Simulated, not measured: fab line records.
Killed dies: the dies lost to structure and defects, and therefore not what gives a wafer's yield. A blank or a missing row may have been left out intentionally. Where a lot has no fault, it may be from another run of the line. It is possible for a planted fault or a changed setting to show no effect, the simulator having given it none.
fab line records	flow gf180mcu
record lots=24	wafers=72	last-day=34
route steps=602 shown MIM@511 M5@534 V5@564 TOP_METAL@570 PASSIVATION@590
lots that met no fault: from a run of the same line without faults
start-h: start of the lot's first displayed wafer, in hours after the record's first day	wait-h: time in hours since the lot's previous step	" the same as in the row above	L1.1+2: one row covering several wafers at once	- no value, or no start given	* or withheld: withheld	< > ~ a bound
route shown NAME@n: a module of which the file shows steps, and the number in the route of the first	usual: mean/standard deviation of fault-free wafers	same: alike in all rows	chamber/n: place in a boat	sites: readings site by site	_std_site: standard deviation of those values	_edge_site: the outer-site mean with the inner-site mean subtracted	radius-mm: for every site, how far away it sits from the centre of the wafer	mask NAME#n: copy n	behind: tool/chamber where the wafer was last shaped	hold: what put the lot on hold/how long, in hours/how the hold closed	device: which transistor (n, p or np) failed to switch	end of line: at the end of the route, the tests of the same wafers	a step given without rows: its recipe and nothing more	killed: at the first sort, the dies lost to defects and structure; wafer yield is something else	map: a wafer's dies, marking killed ones x, the rest . and places with no die _
set.NAME: the setting the step ran with; set.NAME@STEP: the setting that earlier step ran with	model.NAME: the simulator's own value behind a step, which no gauge read
route steps across a sampled set of lots; one table per step, one row per wafer
services: from which hour (start-h, from the record's first day; less than 0 if before it) a tool's chamber was out of use, for how many hours, and why
## steps
# step GF_MIM_SPUTTER_08
# recipe material=AlCu	target-thk-nm=200	power-w=10600	time-s=10.6	chamber-pressure-pa=0.4
# usual cathode-dc-power-W=10600/2	throttle-valve-pct=30.1/0.98
lot.wafer	tool	chamber	start-h	wait-h	cathode-dc-power-W	throttle-valve-pct
L074.1	pvd-sputter-01	-	576.59	0.0	10599	30.4
L074.3	"	-	"	"	10602	30.4
L074.5	"	-	"	"	10602	29.7
L075.1	pvd-sputter-01	-	579.34	0.0	10604	29.5
L075.2	"	-	"	"	10600	30.6
L075.4	"	-	"	"	10599	29.7
L076.3	pvd-sputter-04	-	586.08	0.0	10599	28.5
L076.5	"	-	"	"	10594	30.4
L076.6	"	-	"	"	10597	29.0
L077.1	pvd-sputter-03	-	593.32	0.0	10603	28.3
L077.5	"	-	"	"	10600	30.7
L077.6	"	-	"	"	10599	31.3
L078.2	pvd-sputter-03	-	595.28	0.0	10601	31.5
L078.5	"	-	"	"	10601	31.2
L078.6	"	-	"	"	10599	30.5
L080.3	pvd-sputter-03	-	609.79	0.0	10604	31.3
L080.4	"	-	"	"	10601	29.7
L080.5	"	-	"	"	10601	29.5
L079.1	pvd-sputter-03	-	610.53	0.0	10603	31.5
L079.3	"	-	"	"	10601	29.5
L079.4	"	-	"	"	10600	28.5
L081.1	pvd-sputter-01	-	623.27	0.0	10603	30.5
L081.2	"	-	"	"	10599	29.4
L081.6	"	-	"	"	10598	29.6
L082.1	pvd-sputter-01	-	628.00	0.0	10599	29.3
L082.2	"	-	"	"	10598	29.5
L082.3	"	-	"	"	10603	30.2
L083.3	pvd-sputter-04	-	631.85	0.0	10604	30.5
L083.4	"	-	"	"	10600	28.6
L083.6	"	-	"	"	10601	30.7
L084.1	pvd-sputter-01	-	642.72	0.0	10598	30.8
L084.2	"	-	"	"	10596	29.2
L084.5	"	-	"	"	10603	30.6
L085.2	pvd-sputter-01	-	647.55	0.0	10599	29.6
L085.3	"	-	"	"	10598	30.5
L085.4	"	-	"	"	10602	29.4
L086.2	pvd-sputter-03	-	656.99	0.0	10600	29.7
L086.3	"	-	"	"	10601	31.5
L086.5	"	-	"	"	10600	30.7
L087.2	pvd-sputter-01	-	668.02	0.0	10600	30.3
L087.5	"	-	"	"	10602	29.7
L087.6	"	-	"	"	10602	30.7
L088.2	pvd-sputter-01	-	672.77	0.0	10600	30.4
L088.3	"	-	"	"	10598	30.3
L088.5	"	-	"	"	10602	29.4
L089.4	pvd-sputter-03	-	680.57	0.0	10598	28.6
L089.5	"	-	"	"	10602	31.3
L089.6	"	-	"	"	10601	30.4
L090.1	pvd-sputter-01	-	685.02	0.0	10599	29.5
L090.2	"	-	"	"	10597	30.4
L090.3	"	-	"	"	10599	30.4
L091.1	pvd-sputter-03	-	691.57	0.0	10601	30.9
L091.2	"	-	"	"	10597	31.3
L091.6	"	-	"	"	10600	29.8
L092.3	pvd-sputter-04	-	698.99	0.0	10599	29.9
L092.4	"	-	"	"	10601	28.9
L092.6	"	-	"	"	10601	29.8
L093.3	pvd-sputter-03	-	706.86	0.0	10598	30.5
L093.4	"	-	"	"	10603	29.4
L093.5	"	-	"	"	10595	28.5
L094.2	pvd-sputter-04	-	714.84	0.0	10599	30.6
L094.3	"	-	"	"	10602	32.5
L094.5	"	-	"	"	10601	29.9
L095.1	pvd-sputter-04	-	718.07	0.0	10606	28.6
L095.3	"	-	"	"	10599	30.0
L095.6	"	-	"	"	10598	32.5
L096.2	pvd-sputter-01	-	726.25	0.0	10601	29.4
L096.3	"	-	"	"	10601	30.5
L096.5	"	-	"	"	10603	29.8
L097.2	pvd-sputter-03	-	728.64	0.0	10599	31.3
L097.3	"	-	"	"	10600	29.7
L097.5	"	-	"	"	10600	29.4
# step GF_M5_OVL_MEAS_08
# usual M5_OVL=-2/6
lot.wafer	tool	chamber	start-h	wait-h	M5_OVL[nm]
L074.1	overlay-01	-	617.92	0.1	-10
L074.3	"	-	"	"	-8
L074.5	"	-	"	"	-10
L075.1	overlay-02	-	622.09	0.1	4
L075.2	"	-	"	"	-3
L075.4	"	-	"	"	-5
L076.3	overlay-01	-	627.83	0.1	0
L076.5	"	-	"	"	1
L076.6	"	-	"	"	0
L077.1	overlay-02	-	634.61	0.1	2
L077.5	"	-	"	"	0
L077.6	"	-	"	"	-10
L078.2	overlay-01	-	635.57	0.1	-2
L078.5	"	-	"	"	-6
L078.6	"	-	"	"	4
L080.3	overlay-02	-	650.85	0.1	-1
L080.4	"	-	"	"	-6
L080.5	"	-	"	"	-8
L079.1	overlay-02	-	651.57	0.1	-4
L079.3	"	-	"	"	-10
L079.4	"	-	"	"	-2
L081.1	overlay-01	-	663.56	0.1	-6
L081.2	"	-	"	"	-2
L081.6	"	-	"	"	2
L082.1	overlay-01	-	668.16	0.1	12
L082.2	"	-	"	"	-4
L082.3	"	-	"	"	7
L083.3	overlay-01	-	671.88	0.1	-4
L083.4	"	-	"	"	1
L083.6	"	-	"	"	0
L084.1	overlay-02	-	682.22	0.1	-2
L084.2	"	-	"	"	-2
L084.5	"	-	"	"	3
L085.2	overlay-02	-	686.83	0.1	1
L085.3	"	-	"	"	10
L085.4	"	-	"	"	6
L086.2	overlay-02	-	694.67	0.1	-5
L086.3	"	-	"	"	10
L086.5	"	-	"	"	0
L087.2	overlay-02	-	706.67	0.1	1
L087.5	"	-	"	"	-5
L087.6	"	-	"	"	-2
L088.2	overlay-01	-	711.37	0.1	-13
L088.3	"	-	"	"	-9
L088.5	"	-	"	"	-12
L089.4	overlay-01	-	719.99	0.1	5
L089.5	"	-	"	"	-6
L089.6	"	-	"	"	2
L090.1	overlay-02	-	721.26	0.1	0
L090.2	"	-	"	"	-8
L090.3	"	-	"	"	-1
L091.1	overlay-01	-	727.67	0.1	1
L091.2	"	-	"	"	-1
L091.6	"	-	"	"	-2
L092.3	overlay-01	-	735.03	0.1	-7
L092.4	"	-	"	"	-11
L092.6	"	-	"	"	-13
L093.3	overlay-02	-	742.62	0.1	1
L093.4	"	-	"	"	-4
L093.5	"	-	"	"	-5
L094.2	overlay-02	-	749.79	0.1	-2
L094.3	"	-	"	"	6
L094.5	"	-	"	"	6
L095.1	overlay-01	-	753.21	0.1	-14
L095.3	"	-	"	"	-4
L095.6	"	-	"	"	0
L096.2	overlay-01	-	759.98	0.1	-8
L096.3	"	-	"	"	-5
L096.5	"	-	"	"	-9
L097.2	overlay-01	-	762.22	0.1	11
L097.3	"	-	"	"	5
L097.5	"	-	"	"	7
# step GF_V5_RS_MEAS_24
# recipe thk-meas-gauge=four-point-probe	reads=W_of_V5_CVD_23+TiN_of_V5_SPUTTER_22+Ti_of_V5_SPUTTER_21
# usual V5_W_RS=0.326/0.0052
lot.wafer	tool	chamber	start-h	wait-h	V5_W_RS[ohm/sq]
L074.1	film-metro-01	-	640.11	0.1	0.325
L074.3	"	-	"	"	0.321
L074.5	"	-	"	"	0.320
L075.1	film-metro-03	-	643.87	0.1	0.319
L075.2	"	-	"	"	0.324
L075.4	"	-	"	"	0.322
L076.3	film-metro-03	-	650.29	0.1	0.320
L076.5	"	-	"	"	0.320
L076.6	"	-	"	"	0.316
L077.1	film-metro-02	-	657.30	0.1	0.330
L077.5	"	-	"	"	0.328
L077.6	"	-	"	"	0.330
L078.2	film-metro-01	-	658.38	0.1	0.319
L078.5	"	-	"	"	0.318
L078.6	"	-	"	"	0.315
L080.3	film-metro-02	-	672.95	0.1	0.327
L080.4	"	-	"	"	0.326
L080.5	"	-	"	"	0.326
L079.1	film-metro-02	-	674.19	0.1	0.317
L079.3	"	-	"	"	0.321
L079.4	"	-	"	"	0.318
L081.1	film-metro-03	-	685.20	0.1	0.330
L081.2	"	-	"	"	0.333
L081.6	"	-	"	"	0.329
L082.1	film-metro-02	-	690.30	0.1	0.329
L082.2	"	-	"	"	0.330
L082.3	"	-	"	"	0.331
L083.3	film-metro-02	-	693.79	0.1	0.330
L083.4	"	-	"	"	0.327
L083.6	"	-	"	"	0.328
L084.1	film-metro-02	-	703.60	0.1	0.325
L084.2	"	-	"	"	0.326
L084.5	"	-	"	"	0.328
L085.2	film-metro-02	-	708.39	0.1	0.330
L085.3	"	-	"	"	0.329
L085.4	"	-	"	"	0.326
L086.2	film-metro-02	-	715.92	0.1	0.330
L086.3	"	-	"	"	0.327
L086.5	"	-	"	"	0.326
L087.2	film-metro-01	-	726.28	0.2	0.323
L087.5	"	-	"	"	0.320
L087.6	"	-	"	"	0.325
L088.2	film-metro-01	-	730.83	0.1	0.319
L088.3	"	-	"	"	0.329
L088.5	"	-	"	"	0.326
L089.4	film-metro-02	-	739.45	0.1	0.318
L089.5	"	-	"	"	0.316
L089.6	"	-	"	"	0.321
L090.1	film-metro-01	-	741.13	0.1	0.322
L090.2	"	-	"	"	0.326
L090.3	"	-	"	"	0.329
L091.1	film-metro-01	-	747.52	0.1	0.330
L091.2	"	-	"	"	0.334
L091.6	"	-	"	"	0.335
L092.3	film-metro-01	-	754.79	0.1	0.336
L092.4	"	-	"	"	0.331
L092.6	"	-	"	"	0.330
L093.3	film-metro-02	-	761.79	0.1	0.329
L093.4	"	-	"	"	0.332
L093.5	"	-	"	"	0.326
L094.2	film-metro-02	-	768.74	0.1	0.325
L094.3	"	-	"	"	0.326
L094.5	"	-	"	"	0.327
L095.1	film-metro-02	-	771.12	0.1	0.331
L095.3	"	-	"	"	0.331
L095.6	"	-	"	"	0.336
L096.2	film-metro-03	-	778.87	0.1	0.324
L096.3	"	-	"	"	0.330
L096.5	"	-	"	"	0.327
L097.2	film-metro-03	-	780.74	0.1	0.328
L097.3	"	-	"	"	0.326
L097.5	"	-	"	"	0.328
# step GF_TOP_METAL_SPUTTER_03
# recipe material=Ti	target-thk-nm=5	substrate-temp-c=300	chamber-pressure-pa=0.3	power-w=3000	time-s=3.3
# usual cathode-dc-power-W=3000.0/0.54	throttle-valve-pct=30.4/1.1
lot.wafer	tool	chamber	start-h	wait-h	cathode-dc-power-W	throttle-valve-pct
L074.1	pvd-sputter-03	-	640.77	0.0	2999.1	31.2
L074.3	"	-	"	"	2999.6	28.5
L074.5	"	-	"	"	3000.5	28.5
L075.1	pvd-sputter-03	-	644.53	0.0	2999.3	30.6
L075.2	"	-	"	"	3000.3	31.5
L075.4	"	-	"	"	2999.9	28.7
L076.3	pvd-sputter-03	-	650.91	0.0	2999.2	28.7
L076.5	"	-	"	"	2998.8	29.9
L076.6	"	-	"	"	3000.3	30.8
L077.1	pvd-sputter-02	-	657.95	0.0	2999.6	29.9
L077.5	"	-	"	"	2999.7	30.0
L077.6	"	-	"	"	2999.3	31.0
L078.2	pvd-sputter-02	-	659.02	0.0	3000.0	29.9
L078.5	"	-	"	"	3000.2	30.0
L078.6	"	-	"	"	3000.3	29.8
L080.3	pvd-sputter-03	-	673.56	0.0	2999.9	31.5
L080.4	"	-	"	"	2999.9	28.3
L080.5	"	-	"	"	3000.2	31.3
L079.1	pvd-sputter-04	-	674.85	0.0	3000.2	30.1
L079.3	"	-	"	"	3000.9	30.6
L079.4	"	-	"	"	3000.3	30.0
L081.1	pvd-sputter-02	-	685.85	0.0	2999.4	31.1
L081.2	"	-	"	"	2999.9	31.1
L081.6	"	-	"	"	2999.5	31.1
L082.1	pvd-sputter-03	-	690.96	0.0	3000.7	28.5
L082.2	"	-	"	"	3000.4	30.6
L082.3	"	-	"	"	3000.7	29.7
L083.3	pvd-sputter-04	-	694.41	0.0	2999.3	32.7
L083.4	"	-	"	"	2999.8	28.9
L083.6	"	-	"	"	3000.3	29.7
L084.1	pvd-sputter-03	-	704.26	0.0	3000.8	31.3
L084.2	"	-	"	"	3000.0	30.7
L084.5	"	-	"	"	3000.9	28.5
L085.2	pvd-sputter-02	-	709.03	0.0	3000.1	30.0
L085.3	"	-	"	"	3001.0	29.9
L085.4	"	-	"	"	3000.2	31.2
L086.2	pvd-sputter-02	-	716.55	0.0	2999.8	30.9
L086.3	"	-	"	"	2999.9	29.9
L086.5	"	-	"	"	3000.2	31.2
L087.2	pvd-sputter-04	-	726.91	0.0	3000.3	29.0
L087.5	"	-	"	"	2999.7	28.9
L087.6	"	-	"	"	3000.2	30.1
L088.2	pvd-sputter-04	-	731.47	0.0	3001.0	29.2
L088.3	"	-	"	"	2999.1	29.9
L088.5	"	-	"	"	3000.4	29.9
L089.4	pvd-sputter-02	-	740.12	0.0	3000.2	29.9
L089.5	"	-	"	"	2999.4	31.0
L089.6	"	-	"	"	2999.7	31.0
L090.1	pvd-sputter-02	-	741.78	0.0	3000.1	30.1
L090.2	"	-	"	"	2999.5	31.3
L090.3	"	-	"	"	3000.3	31.0
L091.1	pvd-sputter-04	-	748.62	0.0	2999.3	32.6
L091.2	"	-	"	"	2999.8	30.2
L091.6	"	-	"	"	2999.9	28.9
L092.3	pvd-sputter-03	-	755.41	0.0	2998.8	28.3
L092.4	"	-	"	"	3000.5	29.5
L092.6	"	-	"	"	3000.2	30.9
L093.3	pvd-sputter-04	-	762.41	0.0	3000.5	30.5
L093.4	"	-	"	"	2999.8	32.7
L093.5	"	-	"	"	2999.9	30.2
L094.2	pvd-sputter-04	-	769.37	0.0	2999.6	30.8
L094.3	"	-	"	"	3000.8	32.5
L094.5	"	-	"	"	3000.4	32.9
L095.1	pvd-sputter-04	-	771.77	0.0	2999.4	29.0
L095.3	"	-	"	"	3000.5	30.2
L095.6	"	-	"	"	2998.8	30.6
L096.2	pvd-sputter-03	-	779.51	0.0	2999.1	28.7
L096.3	"	-	"	"	3000.1	29.5
L096.5	"	-	"	"	3000.0	31.4
L097.2	pvd-sputter-04	-	781.43	0.0	3000.9	28.9
L097.3	"	-	"	"	3000.2	30.7
L097.5	"	-	"	"	3000.4	32.7
# step GF_TOP_METAL_CD_MEAS_14
# recipe target-cd-nm=440
# usual cd-nm=440.0/2.3
lot.wafer	tool	chamber	start-h	wait-h	cd-nm
L074.1	cd-sem-02	-	660.67	0.1	439.2
L074.3	"	-	"	"	438.8
L074.5	"	-	"	"	439.4
L075.1	cd-sem-01	-	664.43	0.1	437.5
L075.2	"	-	"	"	440.9
L075.4	"	-	"	"	437.8
L076.3	cd-sem-02	-	670.11	0.1	443.7
L076.5	"	-	"	"	445.9
L076.6	"	-	"	"	444.4
L077.1	cd-sem-02	-	677.63	0.1	441.8
L077.5	"	-	"	"	440.5
L077.6	"	-	"	"	441.0
L078.2	cd-sem-01	-	678.36	0.1	437.7
L078.5	"	-	"	"	437.0
L078.6	"	-	"	"	438.7
L080.3	cd-sem-02	-	692.91	0.1	437.6
L080.4	"	-	"	"	440.1
L080.5	"	-	"	"	439.2
L079.1	cd-sem-01	-	693.52	0.1	437.1
L079.3	"	-	"	"	440.5
L079.4	"	-	"	"	439.2
L081.1	cd-sem-01	-	704.93	0.1	437.8
L081.2	"	-	"	"	438.1
L081.6	"	-	"	"	437.2
L082.1	cd-sem-02	-	709.12	0.1	437.2
L082.2	"	-	"	"	436.9
L082.3	"	-	"	"	438.4
L083.3	cd-sem-01	-	712.63	0.1	443.1
L083.4	"	-	"	"	442.2
L083.6	"	-	"	"	442.4
L084.1	cd-sem-01	-	721.88	0.1	441.6
L084.2	"	-	"	"	440.5
L084.5	"	-	"	"	440.3
L085.2	cd-sem-01	-	727.30	0.2	439.3
L085.3	"	-	"	"	440.6
L085.4	"	-	"	"	438.3
L086.2	cd-sem-01	-	734.56	0.3	444.7
L086.3	"	-	"	"	442.9
L086.5	"	-	"	"	443.6
L087.2	cd-sem-01	-	743.76	0.1	439.7
L087.5	"	-	"	"	440.4
L087.6	"	-	"	"	440.2
L088.2	cd-sem-01	-	748.06	0.1	437.4
L088.3	"	-	"	"	440.1
L088.5	"	-	"	"	439.0
L089.4	cd-sem-01	-	756.91	0.5	433.9
L089.5	"	-	"	"	438.3
L089.6	"	-	"	"	438.3
L090.1	cd-sem-01	-	758.24	0.2	440.2
L090.2	"	-	"	"	440.6
L090.3	"	-	"	"	439.6
L091.1	cd-sem-01	-	764.37	0.2	439.0
L091.2	"	-	"	"	441.0
L091.6	"	-	"	"	439.9
L092.3	cd-sem-01	-	771.42	0.1	443.2
L092.4	"	-	"	"	441.1
L092.6	"	-	"	"	442.9
L093.3	cd-sem-01	-	778.37	0.1	439.5
L093.4	"	-	"	"	439.6
L093.5	"	-	"	"	438.0
L094.2	cd-sem-01	-	784.86	0.1	438.7
L094.3	"	-	"	"	437.9
L094.5	"	-	"	"	437.7
L095.1	cd-sem-01	-	786.74	0.3	440.0
L095.3	"	-	"	"	437.1
L095.6	"	-	"	"	438.9
L096.2	cd-sem-01	-	794.36	0.1	442.0
L096.3	"	-	"	"	443.5
L096.5	"	-	"	"	439.8
L097.2	cd-sem-01	-	796.55	0.1	440.8
L097.3	"	-	"	"	442.1
L097.5	"	-	"	"	440.4
# step GF_PASSIVATION_THK_MEAS_03
# recipe reads=Si3N4_of_PASSIVATION_CVD_02
# usual PASSIVATION_CVD_02_THK=697/9.8
lot.wafer	tool	chamber	start-h	wait-h	PASSIVATION_CVD_02_THK[nm]
L074.1	film-metro-01	-	662.01	0.1	682
L074.3	"	-	"	"	687
L074.5	"	-	"	"	707
L075.1	film-metro-04	-	665.94	0.1	685
L075.2	"	-	"	"	691
L075.4	"	-	"	"	694
L076.3	film-metro-01	-	671.40	0.2	685
L076.5	"	-	"	"	702
L076.6	"	-	"	"	700
L077.1	film-metro-01	-	679.13	0.1	691
L077.5	"	-	"	"	688
L077.6	"	-	"	"	701
L078.2	film-metro-01	-	679.68	0.2	691
L078.5	"	-	"	"	699
L078.6	"	-	"	"	703
L080.3	film-metro-01	-	694.19	0.2	680
L080.4	"	-	"	"	701
L080.5	"	-	"	"	692
L079.1	film-metro-01	-	694.82	0.1	689
L079.3	"	-	"	"	706
L079.4	"	-	"	"	706
L081.1	film-metro-01	-	706.30	0.1	704
L081.2	"	-	"	"	699
L081.6	"	-	"	"	718
L082.1	film-metro-04	-	710.87	0.1	689
L082.2	"	-	"	"	690
L082.3	"	-	"	"	680
L083.3	film-metro-04	-	714.47	0.2	688
L083.4	"	-	"	"	692
L083.6	"	-	"	"	687
L084.1	film-metro-01	-	723.59	0.1	684
L084.2	"	-	"	"	697
L084.5	"	-	"	"	707
L085.2	film-metro-04	-	728.65	0.2	694
L085.3	"	-	"	"	692
L085.4	"	-	"	"	703
L086.2	film-metro-04	-	736.05	0.2	687
L086.3	"	-	"	"	687
L086.5	"	-	"	"	695
L087.2	film-metro-01	-	745.11	0.2	699
L087.5	"	-	"	"	707
L087.6	"	-	"	"	705
L088.2	film-metro-04	-	749.37	0.2	699
L088.3	"	-	"	"	695
L088.5	"	-	"	"	696
L089.4	film-metro-03	-	758.18	0.0	703
L089.5	"	-	"	"	701
L089.6	"	-	"	"	705
L090.1	film-metro-03	-	759.80	0.1	710
L090.2	"	-	"	"	695
L090.3	"	-	"	"	689
L091.1	film-metro-03	-	765.90	0.1	691
L091.2	"	-	"	"	691
L091.6	"	-	"	"	706
L092.3	film-metro-01	-	772.72	0.2	690
L092.4	"	-	"	"	700
L092.6	"	-	"	"	698
L093.3	film-metro-03	-	779.76	0.2	697
L093.4	"	-	"	"	710
L093.5	"	-	"	"	695
L094.2	film-metro-03	-	786.22	0.2	700
L094.3	"	-	"	"	698
L094.5	"	-	"	"	707
L095.1	film-metro-03	-	788.25	0.1	687
L095.3	"	-	"	"	705
L095.6	"	-	"	"	702
L096.2	film-metro-04	-	795.69	0.2	687
L096.3	"	-	"	"	690
L096.5	"	-	"	"	721
L097.2	film-metro-04	-	797.88	0.2	694
L097.3	"	-	"	"	677
L097.5	"	-	"	"	707
## services
tool	chamber	start-h	hours	kind
pvd-sputter-03	-	583.22	0.8	repair
pvd-sputter-01	-	596.47	1.9	repair
pvd-sputter-04	-	603.51	2.1	repair
pvd-sputter-04	0	657.50	-	consumable-replace:kit
pvd-sputter-04	0	657.50	18.0	scheduled-down
pvd-sputter-04	0	657.50	18.0	vent-cycle
pvd-sputter-03	3	667.88	-	consumable-replace:kit
pvd-sputter-03	3	667.88	18.0	scheduled-down
pvd-sputter-03	3	667.88	18.0	vent-cycle
pvd-sputter-04	-	668.96	2.1	repair
pvd-sputter-01	1	724.58	-	consumable-replace:kit
pvd-sputter-01	1	724.58	18.0	scheduled-down
pvd-sputter-01	1	724.58	18.0	vent-cycle
pvd-sputter-02	0	733.89	-	consumable-replace:kit
pvd-sputter-02	0	733.89	18.0	scheduled-down
pvd-sputter-02	0	733.89	18.0	vent-cycle
pvd-sputter-01	-	757.54	1.7	repair
pvd-sputter-03	-	766.48	8.7	repair
pvd-sputter-02	-	769.98	6.4	repair
pvd-sputter-03	2	775.40	-	consumable-replace:kit
pvd-sputter-03	2	775.40	18.0	scheduled-down
pvd-sputter-03	2	775.40	18.0	vent-cycle
## key
fault none
